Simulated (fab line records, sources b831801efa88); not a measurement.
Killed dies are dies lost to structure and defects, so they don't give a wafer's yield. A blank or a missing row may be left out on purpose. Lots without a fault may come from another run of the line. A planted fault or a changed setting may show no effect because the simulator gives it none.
Tool commonality check | flow sky130 | 14 lots, 48 wafers sampled

WHY IT WAS OPENED
At SKY_METAL5_RS_MEAS_05 the reading METAL5_ALCU_RS is flagged on 2 of 14 lots. Wafers without a fault read 0.0271 ohm/sq, standard deviation 0.00031.
Rule: a lot is flagged when every wafer of it that has a number lies more than 4 standard deviations from that mean, or none has a number. The other lots count as sound.

lot  | measured     | on            | METAL5_ALCU_RS (ohm/sq), wafer by wafer   | flag
L836 | day 42 11:55 | film_metro-02 | 0.0274 0.0278 0.0279                      |
L838 | day 43 06:58 | film_metro-04 | 0.0269 0.0268 0.0273                      |
L840 | day 43 17:19 | film_metro-04 | 0.0266 0.0269 0.0268                      |
L842 | day 44 01:53 | film_metro-01 | 0.0194 0.0196 0.0193 0.0194 0.0196 0.0194 | FLAGGED
L846 | day 45 08:04 | film_metro-04 | 0.0195 0.0198 0.0195 0.0194 0.0198 0.0195 | FLAGGED
L850 | day 46 08:47 | film_metro-04 | 0.0273 0.0271 0.0272                      |
L851 | day 47 17:07 | film_metro-02 | 0.0269 0.0268 0.0269                      |
L852 | day 47 18:22 | film_metro-01 | 0.0266 0.0267 0.0268                      |
L855 | day 47 22:22 | film_metro-02 | 0.0267 0.0263 0.0266                      |
L853 | day 48 00:58 | film_metro-04 | 0.0268 0.0271 0.0268                      |
L856 | day 48 01:15 | film_metro-02 | 0.0274 0.0275 0.0271                      |
L857 | day 48 01:21 | film_metro-01 | 0.0273 0.0274 0.0272                      |
L858 | day 48 06:01 | film_metro-04 | 0.0269 0.0272 0.0271                      |
L859 | day 48 11:13 | film_metro-02 | 0.0270 0.0268 0.0265                      |
The numbers of the flagged lots are 0.0195 ohm/sq on average: -0.0076 ohm/sq against the usual, or -24 standard deviations.

WHICH TOOL RAN EACH LOT
The record holds 2 process steps before the reading, out of a route of 708 steps. In each cell: the tool, then ch and the chambers that the sampled wafers went through, then the start.
lot  | flag    | SKY_METAL5_SPUTTER_02        | SKY_METAL5_SPUTTER_03
L836 |         | pvd_sputter-02, day 42 11:49 | pvd_sputter-02, day 42 11:52
L838 |         | pvd_sputter-04, day 43 06:49 | pvd_sputter-04, day 43 06:52
L840 |         | pvd_sputter-04, day 43 17:10 | pvd_sputter-04, day 43 17:13
L842 | FLAGGED | pvd_sputter-04, day 44 01:43 | pvd_sputter-04, day 44 01:46
L846 | FLAGGED | pvd_sputter-04, day 45 07:55 | pvd_sputter-04, day 45 07:58
L850 |         | pvd_sputter-03, day 46 08:40 | pvd_sputter-03, day 46 08:43
L851 |         | pvd_sputter-03, day 47 16:59 | pvd_sputter-03, day 47 17:02
L852 |         | pvd_sputter-04, day 47 18:13 | pvd_sputter-04, day 47 18:16
L855 |         | pvd_sputter-04, day 47 22:15 | pvd_sputter-04, day 47 22:18
L853 |         | pvd_sputter-03, day 48 00:51 | pvd_sputter-03, day 48 00:54
L856 |         | pvd_sputter-02, day 48 01:07 | pvd_sputter-02, day 48 01:10
L857 |         | pvd_sputter-04, day 48 01:13 | pvd_sputter-04, day 48 01:16
L858 |         | pvd_sputter-04, day 48 05:52 | pvd_sputter-04, day 48 05:55
L859 |         | pvd_sputter-04, day 48 11:05 | pvd_sputter-04, day 48 11:08
What these steps do:
- SKY_METAL5_SPUTTER_02: material AlCu, target thk 1150 nm, time 61.2 s.
- SKY_METAL5_SPUTTER_03: material Ti, target thk 5 nm, time 3.3 s.
- SKY_METAL5_RS_MEAS_05: measures by four-point-probe.

FLAGGED OVER TOTAL, TOOL BY TOOL (the gauges that took the reading come last)
step                  | tool           | lots run | flagged | share of the flagged lots | sound lots run after its first flagged lot
SKY_METAL5_SPUTTER_02 | pvd_sputter-02 | 2        | 0       | none                      | -
SKY_METAL5_SPUTTER_02 | pvd_sputter-03 | 3        | 0       | none                      | -
SKY_METAL5_SPUTTER_02 | pvd_sputter-04 | 9        | 2       | all                       | 5 (L852,L855,L857,L858,L859)
SKY_METAL5_SPUTTER_03 | pvd_sputter-02 | 2        | 0       | none                      | -
SKY_METAL5_SPUTTER_03 | pvd_sputter-03 | 3        | 0       | none                      | -
SKY_METAL5_SPUTTER_03 | pvd_sputter-04 | 9        | 2       | all                       | 5 (L852,L855,L857,L858,L859)
SKY_METAL5_RS_MEAS_05 | film_metro-01  | 3        | 1       | some                      | 2 (L852,L857)
SKY_METAL5_RS_MEAS_05 | film_metro-02  | 5        | 0       | none                      | -
SKY_METAL5_RS_MEAS_05 | film_metro-04  | 6        | 1       | some                      | 3 (L850,L853,L858)

WHAT THE TABLE ALLOWS
2 rows of the table ran every flagged lot: pvd_sputter-04 at SKY_METAL5_SPUTTER_02, pvd_sputter-04 at SKY_METAL5_SPUTTER_03.
- pvd_sputter-04 at SKY_METAL5_SPUTTER_02: 2 of its 9 lots flagged. Sound lots ran on it after the first flagged one (L852, L855, L857, L858, L859), which a lasting fault on the whole tool wouldn't allow.
- pvd_sputter-04 at SKY_METAL5_SPUTTER_03: 2 of its 9 lots flagged. Sound lots ran on it after the first flagged one (L852, L855, L857, L858, L859), which a lasting fault on the whole tool wouldn't allow.
No row of the table ran every flagged lot and no sound lot after the first.

WHAT THE SIMULATOR HAD PUT IN
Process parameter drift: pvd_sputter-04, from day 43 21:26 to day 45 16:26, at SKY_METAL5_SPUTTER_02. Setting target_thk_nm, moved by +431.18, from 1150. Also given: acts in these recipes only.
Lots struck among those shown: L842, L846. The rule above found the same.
